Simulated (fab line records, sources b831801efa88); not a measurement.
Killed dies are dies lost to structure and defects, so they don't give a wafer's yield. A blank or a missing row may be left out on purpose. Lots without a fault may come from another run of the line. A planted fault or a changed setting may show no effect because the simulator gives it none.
Which tool did it? | flow sfq_line | 13 lots, 39 wafers sampled, at 2 steps of a route of 325

WHAT THE GAUGES READ, wafer by wafer
SFQ_M1_RS_MEAS_909: measures by four-point-probe. Usual: M1_NB_RS 0.894 ohm/sq, standard deviation 0.012.
lot  | measured     | on            | M1_NB_RS (ohm/sq) | flag
L526 | day 17 14:52 | film_metro-02 | 0.892 0.906 0.910 |
L527 | day 18 02:52 | film_metro-02 | 0.880 0.884 0.877 |
L528 | day 18 07:40 | film_metro-02 | 0.891 0.891 0.907 |
L529 | day 18 09:23 | film_metro-01 | 0.885 0.888 0.889 |
L530 | day 18 14:16 | film_metro-02 | 0.893 0.882 0.889 |
L531 | day 19 15:28 | film_metro-02 | 0.881 0.896 0.884 |
L536 | day 21 14:27 | film_metro-02 | 0.879 0.878 0.877 |
L538 | day 22 02:25 | film_metro-02 | 0.885 0.904 0.722 | OFF
L542 | day 23 08:53 | film_metro-02 | 0.898 0.898 0.917 |
L544 | day 24 10:07 | film_metro-03 | 0.885 0.900 0.886 |
L545 | day 24 12:31 | film_metro-02 | 0.885 0.886 0.901 |
L546 | day 24 16:07 | film_metro-03 | 0.872 0.891 0.884 |
L548 | day 24 22:05 | film_metro-03 | 0.916 0.899 0.902 |

WHICH TOOL RAN EACH LOT (tool, then ch and the chambers of the sampled wafers, then the start)
lot  | SFQ_TRILAYER_M1_DEP_SPUTTER_037
L526 | pvd_sputter-06, day 17 14:47
L527 | pvd_sputter-06, day 18 02:47
L528 | pvd_sputter-05, day 18 07:35
L529 | pvd_sputter-03, day 18 09:15
L530 | pvd_sputter-03, day 18 14:11
L531 | pvd_sputter-03, day 19 15:23
L536 | pvd_sputter-03, day 21 14:19
L538 | pvd_sputter-06, day 22 02:19
L542 | pvd_sputter-05, day 23 08:48
L544 | pvd_sputter-05, day 24 10:00
L545 | pvd_sputter-05, day 24 12:25
L546 | pvd_sputter-05, day 24 16:00
L548 | pvd_sputter-05, day 24 22:00
- SFQ_TRILAYER_M1_DEP_SPUTTER_037: material Nb, target thk 200 nm, time 133.3 s.

WHAT THE TOOLS THEMSELVES READ (means of the sampled wafers that have a number; where no wafer has one, the mark that the record gives instead)
SFQ_TRILAYER_M1_DEP_SPUTTER_037. Usual: throttle_valve_pct 30.5 %, standard deviation 0.98.
lot  | tool           | throttle_valve_pct (%) | flag
L526 | pvd_sputter-06 | 30.9                   |
L527 | pvd_sputter-06 | 31.1                   |
L528 | pvd_sputter-05 | 30.1                   |
L529 | pvd_sputter-03 | 30.3                   |
L530 | pvd_sputter-03 | 30.4                   |
L531 | pvd_sputter-03 | 30.4                   |
L536 | pvd_sputter-03 | 29.9                   |
L538 | pvd_sputter-06 | 30.8                   |
L542 | pvd_sputter-05 | 30.4                   |
L544 | pvd_sputter-05 | 30.0                   |
L545 | pvd_sputter-05 | 30.4                   |
L546 | pvd_sputter-05 | 30.1                   |
L548 | pvd_sputter-05 | 30.5                   |

THE ANSWER, worked out from the rows above alone
Rule: a lot is off if the mean of its wafers that have a number lies more than 3 standard deviations from the usual mean. A lot without any number at a reading at which 4 lots or more have one is off too. The other lots that the step has rows for count as sound. The gauges are gone through in route order, then the tools' own readings, and for those a lot's mean is taken as printed above. The first step at which some lot is off is used, and at that step the reading that is off furthest; a lot without a number counts as furthest.
Off: L538, at SFQ_M1_RS_MEAS_909 (M1_NB_RS).
A tool fits if, at a process step before that reading, it ran every lot that is off, and no sound lot after the first of them. The gauges at SFQ_M1_RS_MEAS_909 are tried like those tools. One fits: pvd_sputter-06 at SFQ_TRILAYER_M1_DEP_SPUTTER_037. Its last sound lot is L527 (day 18 02:47), its first lot that is off L538 (day 22 02:19): a fault that began between those two fits.

WHAT THE SIMULATOR HAD PUT IN
Process parameter drift: pvd_sputter-06, from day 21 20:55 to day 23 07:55, at SFQ_TRILAYER_M1_DEP_SPUTTER_037. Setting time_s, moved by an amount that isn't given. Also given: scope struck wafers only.
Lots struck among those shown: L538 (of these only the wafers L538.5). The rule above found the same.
